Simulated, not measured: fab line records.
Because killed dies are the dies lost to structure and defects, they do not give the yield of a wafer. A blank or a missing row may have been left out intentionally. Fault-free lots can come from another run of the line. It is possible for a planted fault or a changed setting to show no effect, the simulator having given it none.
Which tool did it? | flow gf180mcu | 13 lots with 39 wafers sampled at 3 steps, on a route of 602 steps

## WHAT EACH GAUGE READ, for each wafer
GF_M2_THK_MEAS_06: measures by xrf. Usual: M2_ALCU_THK gives 453 nm (standard deviation 5.6).
lot  | measured     | on            | M2_ALCU_THK (nm) | flag
L551 | day 18 13:51 | film_metro-01 | 452 448 451      |
L553 | day 19 06:18 | film_metro-01 | 459 461 462      |
L554 | day 19 17:31 | film_metro-02 | 450 450 451      |
L555 | day 19 23:48 | film_metro-04 | 452 452 450      |
L556 | day 20 01:44 | film_metro-01 | 458 460 470      |
L557 | day 20 11:04 | film_metro-04 | 439 454 446      |
L559 | day 21 08:14 | film_metro-01 | 463 459 460      |
L560 | day 21 14:06 | film_metro-01 | 452 460 453      |
L566 | day 23 14:51 | film_metro-02 | 447 455 449      |
L568 | day 24 10:32 | film_metro-01 | 454 457 458      |
L570 | day 24 22:01 | film_metro-04 | 450 451 447      |
L573 | day 25 19:47 | film_metro-01 | 448 446 446      |
L574 | day 26 03:12 | film_metro-02 | 456 449 447      |

## TOOL THAT RAN EACH LOT (tool first, then ch and the chambers of the sampled wafers, then the start)
lot  | GF_HV_LDD_COAT_14                 | GF_HV_LDD_STRIP_22
L551 | litho_track-02 ch 0, day 10 13:56 | plasma_asher-02 ch 0,1, day 10 23:25
L553 | litho_track-01 ch 0, day 11 04:04 | plasma_asher-03 ch 0,1, day 11 14:05
L554 | litho_track-02 ch 0, day 11 13:10 | plasma_asher-02 ch 0,1, day 11 22:41
L555 | litho_track-01 ch 0, day 11 18:11 | plasma_asher-01 ch 0,1, day 12 03:37
L556 | litho_track-04 ch 0, day 11 20:01 | plasma_asher-03 ch 0,1, day 12 06:04
L557 | litho_track-01 ch 0, day 12 02:20 | plasma_asher-02 ch 0,1, day 12 11:50
L559 | litho_track-04 ch 0, day 12 19:08 | plasma_asher-03 ch 0, day 13 06:13
L560 | litho_track-04 ch 0, day 13 03:38 | plasma_asher-03 ch 0,1, day 13 14:26
L566 | litho_track-04 ch 0, day 14 21:52 | plasma_asher-03 ch 0,1, day 15 09:01
L568 | litho_track-02 ch 0, day 15 16:44 | plasma_asher-03 ch 0,1, day 16 04:34
L570 | litho_track-01 ch 0, day 16 03:44 | plasma_asher-01 ch 0,1, day 16 15:01
L573 | litho_track-02 ch 0, day 17 03:11 | plasma_asher-03 ch 0,1, day 17 14:56
L574 | litho_track-02 ch 0, day 17 11:47 | plasma_asher-01 ch 0,1, day 17 23:25
- GF_HV_LDD_COAT_14: resist thk 1000 nm.
- GF_HV_LDD_STRIP_22: strips in O2/N2.

## AS READ BY THE TOOLS THEMSELVES (means over the sampled wafers that have a number; for cases with no such wafer, the mark the record gives instead)
GF_HV_LDD_COAT_14. Usual: exhaust_pa 45.0 Pa, standard deviation 0.88; spin_speed_rpm 3000.2 rpm, standard deviation 1.8.
lot  | tool           | exhaust_pa (Pa) | spin_speed_rpm (rpm) | flag
L551 | litho_track-02 | 45.3            | 2999.6               |
L553 | litho_track-01 | 45.0            | 2998.4               |
L554 | litho_track-02 | 46.0            | 2999.8               |
L555 | litho_track-01 | 46.4            | 2999.8               |
L556 | litho_track-04 | 44.1            | 3002.1               |
L557 | litho_track-01 | 45.4            | 3001.7               |
L559 | litho_track-04 | 44.5            | 3002.6               |
L560 | litho_track-04 | 45.3            | 3219.3               | OFF
L566 | litho_track-04 | 45.5            | 3219.7               | OFF
L568 | litho_track-02 | 44.7            | 3000.8               |
L570 | litho_track-01 | 44.6            | 3000.3               |
L573 | litho_track-02 | 44.3            | 3001.1               |
L574 | litho_track-02 | 44.2            | 2998.2               |

GF_HV_LDD_STRIP_22. Usual: chamber_pressure_mTorr 1499.9 mTorr, standard deviation 1.2; drypump_motor_current_A 5.8 A, standard deviation 0.36; heater_power_w 348 W, standard deviation 41; oes_product_au 0.715 a.u., standard deviation 0.005; strip_time_to_endpoint_s 12.64 s, standard deviation 0.033.
lot  | tool            | chamber_pressure_mTorr (mTorr) | drypump_motor_current_A (A) | heater_power_w (W) | oes_product_au (a.u.) | strip_time_to_endpoint_s (s) | flag
L551 | plasma_asher-02 | 1499.5                         | 5.7                         | 365                | 0.720                 | 12.62                        |
L553 | plasma_asher-03 | 1499.1                         | 5.6                         | 367                | 0.712                 | 12.62                        |
L554 | plasma_asher-02 | 1499.6                         | 5.7                         | 361                | 0.716                 | 12.68                        |
L555 | plasma_asher-01 | 1499.2                         | 6.0                         | 314                | 0.716                 | 12.67                        |
L556 | plasma_asher-03 | 1500.9                         | 5.5                         | 387                | 0.720                 | 12.65                        |
L557 | plasma_asher-02 | 1500.0                         | 5.7                         | 360                | 0.712                 | 12.67                        |
L559 | plasma_asher-03 | 1500.0                         | 5.6                         | 346                | 0.718                 | 12.65                        |
L560 | plasma_asher-03 | 1500.2                         | 5.5                         | 388                | 0.716                 | 12.28                        | OFF
L566 | plasma_asher-03 | 1501.2                         | 5.6                         | 365                | 0.715                 | 12.25                        | OFF
L568 | plasma_asher-03 | 1499.3                         | 5.6                         | 374                | 0.715                 | 12.64                        |
L570 | plasma_asher-01 | 1499.5                         | 6.2                         | 301                | 0.715                 | 12.64                        |
L573 | plasma_asher-03 | 1500.3                         | 5.6                         | 367                | 0.715                 | 12.63                        |
L574 | plasma_asher-01 | 1499.2                         | 6.0                         | 314                | 0.717                 | 12.66                        |

## THE ANSWER, worked out from the rows above alone
Rule: a lot counts as off when the mean over its wafers that have a number is more than 3 standard deviations away from the usual mean. Also off: a lot with no number at a reading for which 4 or more lots have one. Where the step has rows for the other lots, those lots are counted as sound. The gauges are gone through in route order, then the tools' own readings, and for those a lot's mean is taken as printed above. The first step at which some lot is off is used, and at that step the reading that is off furthest; a lot without a number counts as furthest.
Off: L560, L566, at GF_HV_LDD_COAT_14 (spin_speed_rpm).
If a tool, at that step or one of the process steps before it, ran each lot that is off and ran no sound lot following the first of them, it fits. One fits: GF_HV_LDD_COAT_14 on litho_track-04. Its last sound lot is L559 (day 12 19:08), its first lot that is off L560 (day 13 03:38): a fault that began between those two fits.
On the lots that are off, the tool's own readings at GF_HV_LDD_COAT_14 differ by more than 5 times the standard deviation of the sound lots' means, which bears it out; spin_speed_rpm reads 3219.5 rpm there versus 3000.4 rpm on the sound lots.

## WHAT WAS PUT IN BY THE SIMULATOR
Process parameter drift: litho_track-04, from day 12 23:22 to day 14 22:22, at GF_HV_LDD_COAT_14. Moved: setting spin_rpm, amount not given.
Shown lots that were struck: L560, L566. This agrees with what the rule above found.
